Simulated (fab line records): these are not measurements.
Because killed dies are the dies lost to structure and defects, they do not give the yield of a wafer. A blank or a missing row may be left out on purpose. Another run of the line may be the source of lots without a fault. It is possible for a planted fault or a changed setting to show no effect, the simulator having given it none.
fab line records	flow gf180mcu
record: lots: 14	wafers: 42	lastDay: 34
route steps=602 shown MVSD@75 NSD@247 CONTACT@302
lots that met no fault: from a run of the same line without faults
startH: the number of hours between the record's first day and the start of the first shown wafer of the lot	waitH: hours elapsed since this lot's preceding step	" as in the row above	L1.1+2: several wafers, shown together as one row	- value missing, or start not given	* or withheld: withheld	< > ~ a bound
route shown NAME@n: NAME is a module with steps in the file, n the number in the route of the first one	usual: mean/standard deviation taken from wafers without a fault	same: alike in all rows	chamber/n: place in a boat	sites: per-site readings	_std_site: how widely they spread, as a standard deviation	_edge_site: inner sites' mean taken away from outer sites' mean	radiusMm: for every site, how far away it sits from the centre of the wafer	mask NAME#n: copy n	behind: the last tool/chamber to shape the wafer	hold: what put the lot on hold/how long, in hours/how the hold closed	device: which transistor (n, p or np) failed to switch	end of line: the route-end tests of the same wafers	where a step has no rows: the recipe by itself	killed: dies that structure and defects cost at the first sort, which is not the same as the wafer's yield	map: a wafer's dies, marking killed ones x, the rest . and places with no die _
set.NAME: the setting as run; set.NAME@STEP: as run at that earlier step	model.NAME: the simulator's own value behind a step, which no gauge read
the route's steps for a sample of lots (tables are steps, rows are wafers)
services: from which hour (startH, from the record's first day; less than 0 if before it) a tool's chamber was out of use, for how many hours, and why
== steps ==
step: GF_MVSD_IMPLANT_09
recipe: species: P	energyKev: 100	doseCm2: 5e+12	tiltDeg: 0
lot.wafer	tool	chamber	startH	waitH
L897.1+2+6	implanter-04	0	82.04	0.1
L898.4+5+6	implanter-04	0	88.21	0.1
L899.1+2+5	implanter-01	0	93.69	0.1
L900.1+4+6	implanter-04	0	99.91	0.1
L901.2+5+6	implanter-04	0	104.79	0.1
L902.2+3+5	implanter-04	0	109.86	0.1
L902.2+3+5	implanter-04	0	110.18	0.3
L903.2+4+5	implanter-03	0	116.44	0.1
L903.2+4+5	implanter-03	0	116.75	0.3
L904.3+4+5	implanter-03	0	121.99	0.1
L914.2+5+6	implanter-01	0	184.97	0.1
L915.1+2+4	implanter-04	0	191.71	0.1
L916.1+3+5	implanter-03	0	192.34	0.1
L917.1+2+3	implanter-03	0	197.13	0.1
L919.2+4+5	implanter-03	0	211.27	0.1
L920.1+4+5	implanter-01	0	215.24	0.1
step: GF_MVSD_TW_MEAS_11
usual: MVSD_TW: 1588/9.1
lot.wafer	tool	chamber	startH	waitH	MVSD_TW
L897.1	filmMetro-02	-	82.29	0.1	1595
L897.2	"	-	"	"	1591
L897.6	"	-	"	"	1586
L898.4	filmMetro-04	-	88.41	0.1	1590
L898.5	"	-	"	"	1594
L898.6	"	-	"	"	1587
L899.1	filmMetro-02	-	93.94	0.1	1600
L899.2	"	-	"	"	1592
L899.5	"	-	"	"	1598
L900.1	filmMetro-04	-	100.16	0.1	1590
L900.4	"	-	"	"	1581
L900.6	"	-	"	"	1585
L901.2	filmMetro-03	-	105.02	0.1	1580
L901.5	"	-	"	"	1584
L901.6	"	-	"	"	1575
L902.2	filmMetro-02	-	110.41	0.1	1648
L902.3	"	-	"	"	1660
L902.5	"	-	"	"	1651
L903.2	filmMetro-03	-	116.99	0.1	1640
L903.4	"	-	"	"	1640
L903.5	"	-	"	"	1641
L904.3	filmMetro-02	-	122.21	0.1	1578
L904.4	"	-	"	"	1592
L904.5	"	-	"	"	1598
L914.2	filmMetro-02	-	185.20	0.1	1591
L914.5	"	-	"	"	1590
L914.6	"	-	"	"	1591
L915.1	filmMetro-03	-	191.96	0.1	1579
L915.2	"	-	"	"	1577
L915.4	"	-	"	"	1571
L916.1	filmMetro-03	-	192.59	0.1	1588
L916.3	"	-	"	"	1588
L916.5	"	-	"	"	1574
L917.1	filmMetro-03	-	197.38	0.1	1571
L917.2	"	-	"	"	1584
L917.3	"	-	"	"	1592
L919.2	filmMetro-02	-	211.50	0.1	1596
L919.4	"	-	"	"	1594
L919.5	"	-	"	"	1596
L920.1	filmMetro-03	-	215.49	0.1	1585
L920.4	"	-	"	"	1577
L920.5	"	-	"	"	1579
step: GF_VT_IMPLANT_RS_MEAS_46
recipe: thkMeasGauge: four-point-probe
usual: MVSD_RS: 456.7/1.5
lot.wafer	tool	chamber	startH	waitH	MVSD_RS[ohm/sq]
L897.1	filmMetro-03	-	154.86	0.1	457.9
L897.2	"	-	"	"	458.7
L897.6	"	-	"	"	458.1
L898.4	filmMetro-02	-	162.31	0.1	459.0
L898.5	"	-	"	"	457.8
L898.6	"	-	"	"	458.5
L899.1	filmMetro-03	-	169.72	0.1	456.6
L899.2	"	-	"	"	456.6
L899.5	"	-	"	"	456.6
L900.1	filmMetro-04	-	177.12	0.1	455.0
L900.4	"	-	"	"	455.7
L900.6	"	-	"	"	455.1
L901.2	filmMetro-03	-	183.58	0.1	453.8
L901.5	"	-	"	"	454.2
L901.6	"	-	"	"	455.1
L902.2	filmMetro-02	-	188.89	0.1	401.9
L902.3	"	-	"	"	401.8
L902.5	"	-	"	"	402.7
L903.2	filmMetro-04	-	195.84	0.1	399.3
L903.4	"	-	"	"	399.5
L903.5	"	-	"	"	398.6
L904.3	filmMetro-04	-	204.62	0.1	456.9
L904.4	"	-	"	"	456.6
L904.5	"	-	"	"	456.6
L914.2	filmMetro-03	-	276.62	0.1	456.9
L914.5	"	-	"	"	455.8
L914.6	"	-	"	"	456.7
L915.1	filmMetro-03	-	282.75	0.1	457.1
L915.2	"	-	"	"	456.9
L915.4	"	-	"	"	458.3
L916.1	filmMetro-04	-	285.07	0.1	455.6
L916.3	"	-	"	"	456.9
L916.5	"	-	"	"	458.1
L917.1	filmMetro-02	-	290.46	0.1	456.3
L917.2	"	-	"	"	457.0
L917.3	"	-	"	"	455.9
L919.2	filmMetro-03	-	307.84	0.1	455.9
L919.4	"	-	"	"	456.8
L919.5	"	-	"	"	455.7
L920.1	filmMetro-02	-	311.61	0.1	457.1
L920.4	"	-	"	"	457.2
L920.5	"	-	"	"	458.5
step: GF_NSD_TW_MEAS_12
usual: NSD_TW: 4284/25
lot.wafer	tool	chamber	startH	waitH	NSD_TW
L897.1	filmMetro-01	-	293.62	0.1	4212
L897.2	"	-	"	"	4233
L897.6	"	-	"	"	4252
L898.4	filmMetro-03	-	299.35	0.1	4321
L898.5	"	-	"	"	4291
L898.6	"	-	"	"	4309
L899.1	filmMetro-03	-	312.68	0.1	4308
L899.2	"	-	"	"	4294
L899.5	"	-	"	"	4282
L900.1	filmMetro-03	-	322.22	0.1	4260
L900.4	"	-	"	"	4275
L900.6	"	-	"	"	4268
L901.2	filmMetro-03	-	326.99	0.1	4282
L901.5	"	-	"	"	4277
L901.6	"	-	"	"	4272
L902.2	filmMetro-04	-	335.58	0.1	4273
L902.3	"	-	"	"	4314
L902.5	"	-	"	"	4264
L903.2	filmMetro-04	-	344.41	0.1	4330
L903.4	"	-	"	"	4307
L903.5	"	-	"	"	4339
L904.3	filmMetro-01	-	354.24	0.1	4280
L904.4	"	-	"	"	4243
L904.5	"	-	"	"	4276
L914.2	filmMetro-03	-	442.58	0.1	4308
L914.5	"	-	"	"	4300
L914.6	"	-	"	"	4332
L915.1	filmMetro-04	-	449.85	0.1	4278
L915.2	"	-	"	"	4267
L915.4	"	-	"	"	4301
L916.1	filmMetro-01	-	458.80	0.1	4283
L916.3	"	-	"	"	4293
L916.5	"	-	"	"	4285
L917.1	filmMetro-04	-	461.63	0.1	4287
L917.2	"	-	"	"	4285
L917.3	"	-	"	"	4282
L919.2	filmMetro-03	-	482.16	0.1	4309
L919.4	"	-	"	"	4313
L919.5	"	-	"	"	4287
L920.1	filmMetro-03	-	485.72	0.1	4321
L920.4	"	-	"	"	4318
L920.5	"	-	"	"	4280
step: GF_CONTACT_OVL_MEAS_15
usual: CONTACT_OVL: -1/4.9
lot.wafer	tool	chamber	startH	waitH	CONTACT_OVL[nm]
L897.1	overlay-01	-	360.62	0.1	-13
L897.2	"	-	"	"	-8
L897.6	"	-	"	"	-8
L898.4	overlay-01	-	364.79	0.1	6
L898.5	"	-	"	"	2
L898.6	"	-	"	"	-4
L899.1	overlay-02	-	379.82	0.1	8
L899.2	"	-	"	"	0
L899.5	"	-	"	"	0
L900.1	overlay-02	-	389.53	0.1	-7
L900.4	"	-	"	"	-9
L900.6	"	-	"	"	-11
L901.2	overlay-01	-	395.44	0.1	7
L901.5	"	-	"	"	0
L901.6	"	-	"	"	-1
L902.2	overlay-01	-	405.27	0.1	1
L902.3	"	-	"	"	7
L902.5	"	-	"	"	-1
L903.2	overlay-02	-	413.94	0.1	-3
L903.4	"	-	"	"	-4
L903.5	"	-	"	"	-4
L904.3	overlay-01	-	424.63	0.1	-5
L904.4	"	-	"	"	2
L904.5	"	-	"	"	-2
L914.2	overlay-01	-	517.09	0.1	1
L914.5	"	-	"	"	-1
L914.6	"	-	"	"	4
L915.1	overlay-01	-	524.01	0.1	5
L915.2	"	-	"	"	4
L915.4	"	-	"	"	0
L916.1	overlay-01	-	532.02	0.1	-5
L916.3	"	-	"	"	5
L916.5	"	-	"	"	5
L917.1	overlay-01	-	535.82	0.1	4
L917.2	"	-	"	"	-4
L917.3	"	-	"	"	1
L919.2	overlay-02	-	552.47	0.1	-9
L919.4	"	-	"	"	-6
L919.5	"	-	"	"	1
L920.1	overlay-01	-	557.23	0.1	-4
L920.4	"	-	"	"	-3
L920.5	"	-	"	"	1
step: GF_CONTACT_RS_MEAS_25
recipe: thkMeasGauge: four-point-probe	reads: W_of_CONTACT_CVD_24+TiN_of_CONTACT_SPUTTER_23+Ti_of_CONTACT_SPUTTER_22
usual: CONTACT_W_RS: 0.383/0.0056
lot.wafer	tool	chamber	startH	waitH	CONTACT_W_RS[ohm/sq]
L897.1	filmMetro-03	-	361.32	0.1	0.388
L897.2	"	-	"	"	0.378
L897.6	"	-	"	"	0.391
L898.4	filmMetro-03	-	365.53	0.1	0.387
L898.5	"	-	"	"	0.385
L898.6	"	-	"	"	0.391
L899.1	filmMetro-04	-	380.54	0.1	0.378
L899.2	"	-	"	"	0.375
L899.5	"	-	"	"	0.382
L900.1	filmMetro-04	-	390.26	0.1	0.395
L900.4	"	-	"	"	0.394
L900.6	"	-	"	"	0.394
L901.2	filmMetro-04	-	396.20	0.1	0.387
L901.5	"	-	"	"	0.385
L901.6	"	-	"	"	0.385
L902.2	filmMetro-03	-	406.07	0.2	0.386
L902.3	"	-	"	"	0.389
L902.5	"	-	"	"	0.382
L903.2	filmMetro-03	-	414.78	0.2	0.387
L903.4	"	-	"	"	0.383
L903.5	"	-	"	"	0.387
L904.3	filmMetro-03	-	425.36	0.1	0.378
L904.4	"	-	"	"	0.381
L904.5	"	-	"	"	0.377
L914.2	filmMetro-04	-	517.81	0.1	0.369
L914.5	"	-	"	"	0.373
L914.6	"	-	"	"	0.373
L915.1	filmMetro-02	-	524.73	0.1	0.386
L915.2	"	-	"	"	0.382
L915.4	"	-	"	"	0.383
L916.1	filmMetro-03	-	532.73	0.1	0.390
L916.3	"	-	"	"	0.388
L916.5	"	-	"	"	0.377
L917.1	filmMetro-03	-	536.53	0.1	0.374
L917.2	"	-	"	"	0.386
L917.3	"	-	"	"	0.385
L919.2	filmMetro-02	-	553.19	0.1	0.374
L919.4	"	-	"	"	0.386
L919.5	"	-	"	"	0.376
L920.1	filmMetro-03	-	557.93	0.1	0.379
L920.4	"	-	"	"	0.374
L920.5	"	-	"	"	0.386
== services ==
tool	chamber	startH	hours	kind
implanter-01	-	65.85	2.0	repair
implanter-01	-	105.97	4.8	pm
implanter-04	-	123.02	3.5	repair
implanter-04	-	165.40	1.5	repair
implanter-01	-	169.00	0.6	repair
== key ==
firstSign: step: GF_MVSD_IMPLANT_09	reading: visit	direction: added
effect: step: GF_MVSD_TW_MEAS_11	reading: MVSD_TW	direction: up	sigmas: 6.4	usual: 1588	struck: 1647
effect: step: GF_VT_IMPLANT_RS_MEAS_46	reading: MVSD_RS	direction: down	sigmas: 38	usual: 456.7	struck: 400.6
metAt GF_MVSD_IMPLANT_09
struckLots L902,L903
testerLeftOut L902,L903
notActingAt GF_NSD_TW_MEAS_12,GF_CONTACT_OVL_MEAS_15,GF_CONTACT_RS_MEAS_25
fault: kind: repeatedStepWhole	tool: implanter-01,implanter-03,implanter-04	chamber: -	onsetH: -	steps: GF_MVSD_IMPLANT_09	times: 1	scope: struckLotsOnly
testerLeftOut: of these lots the tester's yield and bins aren't shown, on N5 and GAA mostly nor the transistor test; their killed dies are dies lost to structure and defects alone, not to doping, threshold or leakage, so they don't give the yield
